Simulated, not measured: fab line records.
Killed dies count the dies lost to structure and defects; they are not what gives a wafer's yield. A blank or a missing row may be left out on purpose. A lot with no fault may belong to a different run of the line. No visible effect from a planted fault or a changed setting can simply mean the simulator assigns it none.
One fault seen from 2 desks	flow sky130	each desk has only its own numbers; what lay behind them comes last

## THE METROLOGY DESK
What the gauges read for every lot (on any tool): the sampled wafers with a number, averaged. The brackets show how far a lot's mean lies from the usual mean; more than 4 standard deviations puts the lot out of limits, marked OUT.
Columns: A = VIA3_BOW at SKY_VIA3_BOW_MEAS_03, usual 80 um; B = VIA3_OVL at SKY_VIA3_OVL_MEAS_13, usual -2 nm; C = CAP2M_CVD_00_THK at SKY_CAP2M_THK_MEAS_01, usual 15.46 nm
lot	first seen here	A	B	C
L531	day 38 15:47	76	6	15.49
L532	day 39 07:34	74	-7	15.20
L533	day 39 10:47	83	2	15.67
L535	day 39 19:50	69	0	15.44
L542	day 42 00:05	76	-0	15.93
L543	day 42 13:41	84	2	16.22
L544	day 42 22:11	73	1	16.23
L547	day 43 15:26	78	-6	15.25
L548	day 43 19:11	80	-1	15.61
L551	day 44 15:02	76	-1	15.46
L552	day 44 17:26	76	-4	15.17
L554	day 45 03:15	79	3	15.47
This desk found nothing out of limits on any of the 12 lots.

## FOR THE TOOL OWNER'S DESK: pecvd-02
The tool's own readings at SKY_CAP2M_CVD_00 (deposits SiO2, target thk 15.5 nm): means of the sampled wafers that have a number, for each lot that ran on this tool. The brackets show how far a lot's mean lies from the usual mean; more than 4 standard deviations puts the lot out of limits, marked OUT.
Columns: A = heater power w at SKY_CAP2M_CVD_00, usual 722 W; B = rf fwd power W at SKY_CAP2M_CVD_00, usual 440.9 W
lot	first seen here	A	B
L533	day 40 12:58	760	440.3
L542	day 43 01:13	715	509.4 (+36) OUT
L543	day 43 14:25	709	513.5 (+38) OUT
L544	day 43 22:37	644	511.2 (+37) OUT
Finding of this desk: L542, L543, L544 out of limits; the first was L542 at day 43 01:13, on rf fwd power W at SKY_CAP2M_CVD_00. L533: within limits.

## TAKEN TOGETHER
On L542, L543, L544, at day 43 01:13, an alarm was possible from the tool owner's desk.
From the metrology desk's view, nothing was out of limits.
The metrology desk holds a record of L542, L543, L544, inside its limits.
Of the lots named, all ran SKY_CAP2M_CVD_00 on pecvd-02.

## WHAT WAS PUT IN BY THE SIMULATOR
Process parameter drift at SKY_CAP2M_CVD_00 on pecvd-02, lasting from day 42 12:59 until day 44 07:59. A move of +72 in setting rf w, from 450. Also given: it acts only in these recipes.
Shown lots that were struck: L542, L543, L544.
How many hours passed from the start of the fault until each desk's first out-of-limits reading: the tool owner's desk, 12.
